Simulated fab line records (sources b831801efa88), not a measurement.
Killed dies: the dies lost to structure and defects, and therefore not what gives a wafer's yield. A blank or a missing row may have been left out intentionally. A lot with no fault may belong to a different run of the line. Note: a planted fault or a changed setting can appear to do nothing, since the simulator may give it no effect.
Chamber matching    flow sky130    rie_si-01 running SKY_POLY_GATE_ETCH_17: 4 sister chambers
The step etches poly-Si in HBr/Cl2, stops on SiO2, target depth 180 nm, time 70.5 s. 4 wafers are shown with their chamber, then 12 later ones without.

EACH WAFER AND ITS CHAMBER
wafer   chamber  drypump_motor_current_A (A)
L086.6  2        6.12
L088.2  1        5.76
L088.4  3        5.79
L088.6  0        5.68

WAFERS WITHOUT THEIR CHAMBER
wafer   drypump_motor_current_A (A)
L090.3  5.67
L090.5  5.67
L090.6  5.76
L092.1  5.67
L092.3  5.76
L092.5  5.66
L094.1  6.07
L094.4  5.68
L094.6  5.77
L097.2  5.77
L097.4  6.09
L097.5  5.76

WHICH CHAMBER EACH WENT THROUGH
wafer   from the rows above      in truth
L090.3  0                        0
L090.5  0                        0
L090.6  can't be placed: 1 or 3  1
L092.1  0                        0
L092.3  can't be placed: 1 or 3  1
L092.5  0                        0
L094.1  2                        2
L094.4  0                        0
L094.6  can't be placed: 1 or 3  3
L097.2  can't be placed: 1 or 3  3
L097.4  2                        2
L097.5  can't be placed: 1 or 3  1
7 of 12 placed correctly. Cannot be placed on the basis of these rows: 5; the candidates contain the true chamber in 5. Wrongly placed: 0.
How it was worked out, from the rows above alone: a wafer's distance from a chamber is the root of the sum, over the readings, of the square of ((its reading less the chamber's mean) divided by the reading's scatter). If the next closest chamber is less than 2 further off than the closest, the wafer can't be placed; otherwise it belongs to the closest. Each chamber's mean is taken over the wafers shown for it. The scatter: with one shown wafer a chamber, the root of the mean of the squares of how far each hidden wafer lies from its nearest shown one.
